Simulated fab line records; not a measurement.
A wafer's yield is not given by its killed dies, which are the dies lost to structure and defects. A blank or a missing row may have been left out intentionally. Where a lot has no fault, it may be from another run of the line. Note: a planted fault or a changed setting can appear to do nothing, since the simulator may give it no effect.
Which tool did it? ; flow gf180mcu ; route of 602 steps, sampled at 1 step: 15 lots, 45 wafers

WHAT THE GAUGES SHOWED, per wafer
Not one reading of a measure or inspect step in the record can be checked against a usual standard deviation.

EACH LOT AND THE TOOL THAT RAN IT (in order: tool; ch and the chambers of the sampled wafers; start)
lot;GF_MIM_SPUTTER_00
L466;pvd sputter-02, day 24 19:14
L467;pvd sputter-02, day 25 15:11
L469;pvd sputter-01, day 25 20:30
L470;pvd sputter-02, day 26 03:29
L471;pvd sputter-01, day 26 16:05
L472;pvd sputter-02, day 27 02:31
L473;pvd sputter-04, day 27 13:11
L475;pvd sputter-02, day 27 19:14
L476;pvd sputter-04, day 28 10:43
L477;pvd sputter-02, day 28 12:21
L478;pvd sputter-04, day 28 16:08
L479;pvd sputter-02, day 28 18:34
L480;pvd sputter-02, day 29 10:53
L481;pvd sputter-02, day 29 13:38
L488;pvd sputter-01, day 31 21:46
- GF_MIM_SPUTTER_00: material Ti, target thk 37.5 nm, time 150 s.

AS READ BY THE TOOLS THEMSELVES (means over the sampled wafers that have a number; for cases with no such wafer, the mark the record gives instead)
GF_MIM_SPUTTER_00. Usual: cathode dc power W 4000.0 W, standard deviation 0.73; chamber pressure pa 2.000 Pa, standard deviation 0.0038; throttle valve pct 29.9 %, standard deviation 0.85.
lot;tool;cathode dc power W (W);chamber pressure pa (Pa);throttle valve pct (%);flag
L466;pvd sputter-02;3999.1;2.000;29.0;
L467;pvd sputter-02;4000.3;1.998;29.6;
L469;pvd sputter-01;3999.9;2.004;30.0;
L470;pvd sputter-02;4000.1;1.998;29.8;
L471;pvd sputter-01;4000.0;2.002;29.4;
L472;pvd sputter-02;3999.6;2.004;29.8;
L473;pvd sputter-04;3999.2;1.999;30.8;
L475;pvd sputter-02;4000.5;1.994;30.6;
L476;pvd sputter-04;3999.4;1.998;30.1;
L477;pvd sputter-02;4000.2;2.000;30.3;
L478;pvd sputter-04;-;-;-;OFF
L479;pvd sputter-02;-;-;-;OFF
L480;pvd sputter-02;-;-;-;OFF
L481;pvd sputter-02;3999.5;1.998;29.9;
L488;pvd sputter-01;4000.2;2.002;29.9;

THE ANSWER, worked out from the rows above alone
Rule: a lot is off if the mean of its wafers that have a number lies more than 3 standard deviations from the usual mean. Also off: a lot with no number at a reading for which 4 or more lots have one. Where the step has rows for the other lots, those lots are counted as sound. Order of review: gauges by route order, followed by the tools' own readings, for which a lot's mean as printed above is used. The first step at which some lot is off is used, and at that step the reading that is off furthest; a lot without a number counts as furthest.
Off, at GF_MIM_SPUTTER_00 on cathode dc power W: L478, L479, L480. Without a number there: L478, L479, L480.
A tool fits if, at that step or a process step before it, it ran every lot that is off, and no sound lot after the first of them. Not one of the candidates tried fits.

WHAT THE SIMULATOR HAD PUT IN
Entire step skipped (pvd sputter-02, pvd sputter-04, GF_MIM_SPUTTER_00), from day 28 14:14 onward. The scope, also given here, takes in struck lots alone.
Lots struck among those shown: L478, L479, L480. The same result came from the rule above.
